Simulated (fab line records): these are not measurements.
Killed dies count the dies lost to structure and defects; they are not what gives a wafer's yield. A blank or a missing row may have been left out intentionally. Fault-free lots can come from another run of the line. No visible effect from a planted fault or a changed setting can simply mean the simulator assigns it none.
Check for tools in common | flow sky130 | 12 lots, 36 wafers sampled

## WHAT PROMPTED THE OPENING
3 of 12 lots carry a flag on the reading NWELL_RS at SKY_NWELL_RS_MEAS_29. Wafers without a fault read 624.6 ohm/sq, standard deviation 1.5.
Rule: flag the lot when none of its wafers has a number, or when each of its wafers that has one lies beyond 4 standard deviations from that mean. The rest of the lots are taken to be sound.

lot  | measured     | on           | NWELL_RS (ohm/sq), wafer by wafer | flag
L879 | day 5 09:52  | filmMetro-02 | 623.1 624.0 623.1                 | 
L880 | day 5 21:20  | filmMetro-04 | 625.1 625.4 625.1                 | 
L882 | day 6 04:29  | filmMetro-04 | 627.1 627.2 626.6                 | 
L888 | day 7 12:22  | filmMetro-02 | 623.0 621.1 622.9                 | 
L889 | day 7 16:32  | filmMetro-02 | 607.7 606.9 607.2                 | FLAGGED
L890 | day 8 02:34  | filmMetro-03 | 624.8 626.6 627.0                 | 
L891 | day 8 12:19  | filmMetro-02 | 606.4 607.0 607.0                 | FLAGGED
L892 | day 8 21:01  | filmMetro-04 | 604.4 605.9 604.6                 | FLAGGED
L893 | day 9 02:51  | filmMetro-03 | 624.8 625.8 626.3                 | 
L894 | day 9 07:01  | filmMetro-02 | 624.0 623.1 625.0                 | 
L895 | day 9 12:56  | filmMetro-04 | 622.0 624.7 622.6                 | 
L901 | day 10 20:51 | filmMetro-04 | 625.3 624.7 625.9                 | 
The mean of the flagged lots' numbers is 606.3 ohm/sq, -18.3 ohm/sq from the usual (-12 standard deviations).

## WHICH TOOL EACH LOT WENT THROUGH
The record holds 2 process steps before the reading, out of a route of 708 steps. Each cell gives the tool, then ch followed by the chambers the sampled wafers passed through, then the start.
lot  | flag    | SKY_NWELL_IMPLANT_12           | SKY_NWELL_STRIP_25
L879 |         | implanter-02 ch 0, day 4 15:46 | plasmaAsher-02 ch 0,1, day 5 09:32
L880 |         | implanter-02 ch 0, day 5 03:11 | plasmaAsher-03 ch 0,1, day 5 21:01
L882 |         | implanter-04 ch 0, day 5 10:34 | plasmaAsher-02 ch 0,1, day 6 04:10
L888 |         | implanter-02 ch 0, day 6 16:41 | plasmaAsher-02 ch 0,1, day 7 12:04
L889 | FLAGGED | implanter-02 ch 0, day 6 20:23 | plasmaAsher-04 ch 0,1, day 7 16:11
L890 |         | implanter-03 ch 0, day 7 05:38 | plasmaAsher-02 ch 0,1, day 8 02:14
L891 | FLAGGED | implanter-02 ch 0, day 7 14:38 | plasmaAsher-04 ch 0,1, day 8 11:59
L892 | FLAGGED | implanter-02 ch 0, day 7 23:38 | plasmaAsher-03 ch 0,1, day 8 20:43
L893 |         | implanter-04 ch 0, day 8 04:53 | plasmaAsher-03 ch 0,1, day 9 02:32
L894 |         | implanter-04 ch 0, day 8 09:33 | plasmaAsher-02 ch 0,1, day 9 06:41
L895 |         | implanter-04 ch 0, day 8 14:32 | plasmaAsher-03 ch 1, day 9 12:38
L901 |         | implanter-04 ch 0, day 9 21:31 | plasmaAsher-02 ch 0,1, day 10 20:32
What these steps do:
- SKY_NWELL_IMPLANT_12
- SKY_NWELL_STRIP_25: strips in O2/N2.
- SKY_NWELL_RS_MEAS_29: measures by four-point-probe.

## FLAGGED AGAINST TOTAL, ONE TOOL AT A TIME (gauges that did the reading follow at the end)
step                 | tool           | lots run | flagged | share of the flagged lots | sound lots run after its first flagged lot
SKY_NWELL_IMPLANT_12 | implanter-02   | 6        | 3       | all                       | 0
SKY_NWELL_IMPLANT_12 | implanter-03   | 1        | 0       | none                      | -
SKY_NWELL_IMPLANT_12 | implanter-04   | 5        | 0       | none                      | -
SKY_NWELL_STRIP_25   | plasmaAsher-02 | 6        | 0       | none                      | -
SKY_NWELL_STRIP_25   | plasmaAsher-03 | 4        | 1       | some                      | 2 (L893,L895)
SKY_NWELL_STRIP_25   | plasmaAsher-04 | 2        | 2       | some                      | 0
SKY_NWELL_RS_MEAS_29 | filmMetro-02   | 5        | 2       | some                      | 1 (L894)
SKY_NWELL_RS_MEAS_29 | filmMetro-03   | 2        | 0       | none                      | -
SKY_NWELL_RS_MEAS_29 | filmMetro-04   | 5        | 1       | some                      | 2 (L895,L901)

## THE TABLE: WHAT IT ALLOWS
1 row of the table ran every flagged lot: implanter-02 at SKY_NWELL_IMPLANT_12.
- implanter-02 at SKY_NWELL_IMPLANT_12: 3 of its 6 lots flagged. Last sound lot L888 at day 6 16:41, first flagged lot L889 at day 6 20:23; a fault beginning in between fits. Its own readings lie more than 4 standard deviations out on every wafer of the flagged lots: doseIonsCm2, faradayCurrentUA.
One tool is left: implanter-02 at SKY_NWELL_IMPLANT_12.

## WHAT HAD BEEN PUT IN BY THE SIMULATOR
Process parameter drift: implanter-02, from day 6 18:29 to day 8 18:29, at SKY_NWELL_IMPLANT_12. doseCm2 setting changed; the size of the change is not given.
Struck lots among those shown: L889, L891, L892. Same finding as the rule above.
